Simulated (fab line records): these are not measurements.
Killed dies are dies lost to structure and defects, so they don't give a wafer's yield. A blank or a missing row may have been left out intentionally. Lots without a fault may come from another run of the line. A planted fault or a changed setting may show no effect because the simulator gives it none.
Which tool was responsible?    flow sky130    39 wafers from 13 lots sampled at 5 of the route's 708 steps

## WHAT EACH GAUGE READ, for each wafer
SKY_FIELD_ISO_THK_MEAS_04.
lot   measured     on             FIELD_ISO_CVD_03_THK (nm)
L733  day 1 16:45  film_metro-02  164.2 164.7 164.4
L736  day 2 04:31  film_metro-01  164.5 165.1 165.9
L737  day 2 09:56  film_metro-01  165.9 163.9 163.9
L739  day 2 21:01  film_metro-03  165.5 165.5 164.9
L740  day 3 02:46  film_metro-02  165.6 165.8 166.8
L741  day 3 08:02  film_metro-01  162.2 163.3 161.4
L742  day 3 12:32  film_metro-02  167.3 165.6 166.8
L744  day 3 20:30  film_metro-01  168.3 168.7 166.5
L748  day 4 16:29  film_metro-02  164.5 163.9 165.4
L750  day 5 04:13  film_metro-01  163.7 164.3 164.9
L751  day 5 10:43  film_metro-03  168.2 168.1 168.3
L753  day 5 19:20  film_metro-01  167.4 167.5 166.6
L755  day 6 03:29  film_metro-01  163.1 163.8 163.9

SKY_NWELL_RS_MEAS_29: uses a four-point probe to measure.
lot   measured      on             NWELL_RS (ohm/sq)
L733  day 5 15:13   film_metro-04  626.6 622.3 625.4
L736  day 6 01:41   film_metro-03  625.3 624.5 625.1
L737  day 6 08:35   film_metro-04  624.3 623.2 623.0
L739  day 6 18:37   film_metro-02  625.1 623.6 623.7
L740  day 7 03:19   film_metro-02  626.9 625.6 627.9
L741  day 7 11:32   film_metro-03  618.4 615.7 617.4
L742  day 7 15:34   film_metro-04  615.3 614.2 616.0
L744  day 8 01:25   film_metro-02  624.6 624.9 625.2
L748  day 9 00:41   film_metro-03  625.8 625.9 626.7
L750  day 9 14:58   film_metro-02  625.7 627.4 626.0
L751  day 10 00:58  film_metro-03  625.8 626.7 624.7
L753  day 10 10:08  film_metro-03  626.9 625.9 627.5
L755  day 10 22:41  film_metro-04  620.6 623.4 624.9

SKY_VT_ADJUST_LVTN_OVL_MEAS_07.
lot   measured      on          VT_ADJUST_LVTN_OVL (nm)
L733  day 7 05:55   overlay-02  0.0 -0.3 0.2
L736  day 7 16:11   overlay-02  -1.1 3.4 0.5
L737  day 8 00:08   overlay-02  1.4 2.7 0.1
L739  day 8 10:25   overlay-02  2.8 1.4 3.3
L740  day 8 20:43   overlay-01  -1.0 -1.3 -0.5
L741  day 9 05:26   overlay-01  0.4 -0.8 -1.6
L742  day 9 09:40   overlay-02  2.4 1.9 1.6
L744  day 9 20:14   overlay-02  -0.7 -0.3 0.6
L748  day 10 20:10  overlay-02  1.2 0.6 2.3
L750  day 11 12:08  overlay-01  1.0 0.9 0.4
L751  day 12 00:04  overlay-02  -0.5 0.2 1.5
L753  day 12 09:11  overlay-01  2.5 2.2 2.3
L755  day 12 22:23  overlay-02  2.5 2.1 1.2

SKY_VT_ADJUST_LVTN_TW_MEAS_10.
lot   measured      on             VT_ADJUST_LVTN_TW
L733  day 7 06:12   film_metro-01  241.5 241.4 241.9
L736  day 7 16:29   film_metro-01  240.7 240.4 242.4
L737  day 8 00:25   film_metro-01  240.2 240.2 239.9
L739  day 8 10:42   film_metro-01  241.3 240.3 240.2
L740  day 8 21:01   film_metro-01  242.2 240.8 240.4
L741  day 9 05:44   film_metro-04  238.4 239.7 237.3
L742  day 9 09:58   film_metro-01  239.6 240.3 239.7
L744  day 9 20:32   film_metro-01  240.2 240.1 240.5
L748  day 10 20:27  film_metro-04  239.0 238.0 238.9
L750  day 11 12:25  film_metro-04  239.2 238.7 238.9
L751  day 12 00:22  film_metro-04  238.4 239.3 238.4
L753  day 12 09:28  film_metro-04  238.4 238.1 238.6
L755  day 12 22:40  film_metro-01  241.1 240.9 241.5

## EACH LOT AND THE TOOL THAT RAN IT (in order: tool; ch and the chambers of the sampled wafers; start)
lot   SKY_NWELL_IMPLANT_13
L733  implanter-03 ch 0, day 4 21:07
L736  implanter-03 ch 0, day 5 06:50
L737  implanter-02 ch 0, day 5 13:11
L739  implanter-03 ch 0, day 5 23:01
L740  implanter-02 ch 0, day 6 07:34
L741  implanter-03 ch 0, day 6 14:47
L742  implanter-03 ch 0, day 6 19:25
L744  implanter-02 ch 0, day 7 04:40
L748  implanter-02 ch 0, day 8 03:04
L750  implanter-04 ch 0, day 8 16:25
L751  implanter-04 ch 0, day 9 02:34
L753  implanter-04 ch 0, day 9 12:02
L755  implanter-03 ch 0, day 10 00:02
- SKY_NWELL_IMPLANT_13

## WHAT THE TOOLS THEMSELVES READ (means of the sampled wafers that have a number; where no wafer has one, the mark that the record gives instead)
SKY_NWELL_IMPLANT_13.
lot   tool          dose_ions_cm2  faraday_current_uA
L733  implanter-03  7e+11          3.92
L736  implanter-03  7e+11          3.93
L737  implanter-02  7e+11          3.94
L739  implanter-03  7e+11          3.92
L740  implanter-02  7e+11          3.89
L741  implanter-03  1e+12          5.74
L742  implanter-03  1e+12          5.66
L744  implanter-02  7e+11          4.00
L748  implanter-02  7e+11          3.99
L750  implanter-04  7e+11          3.90
L751  implanter-04  7e+11          4.01
L753  implanter-04  7e+11          3.86
L755  implanter-03  7e+11          3.93

## THE ANSWER, worked out from the rows above alone
Rule: the lots themselves supply what counts as usual. The widest of any qualifying gaps counts: lots, ordered by their means at a reading, are off when they make up no more than a third of the lots, leave a main group of 4 or more, and stand apart from it by 3 or more times the standard deviation of that group's means. If all means in a main group match to the digits the tables above print for the reading, that group is not used. Also off: a lot with no number at a reading for which 4 or more lots have one. Any other lot the step has rows for is counted as sound. First the gauges in route order, then the tools' own readings, where a lot's mean is used as printed above. The first step at which some lot is off is used, and at that step the reading that is off furthest; a lot without a number counts as furthest.
Off: L741, L742, seen at SKY_NWELL_RS_MEAS_29 (NWELL_RS). The main group: mean 625.2 ohm/sq, standard deviation 1.2.
If a tool, at a process step before that reading, ran all the lots that are off and no sound lot after the first of them, it fits. The gauges at SKY_NWELL_RS_MEAS_29 aren't tried: what is off there is off at SKY_NWELL_IMPLANT_13 too, on other tools, and a gauge's error can't cause that. Not one of the candidates tried fits.

## WHAT WAS PUT IN BY THE SIMULATOR
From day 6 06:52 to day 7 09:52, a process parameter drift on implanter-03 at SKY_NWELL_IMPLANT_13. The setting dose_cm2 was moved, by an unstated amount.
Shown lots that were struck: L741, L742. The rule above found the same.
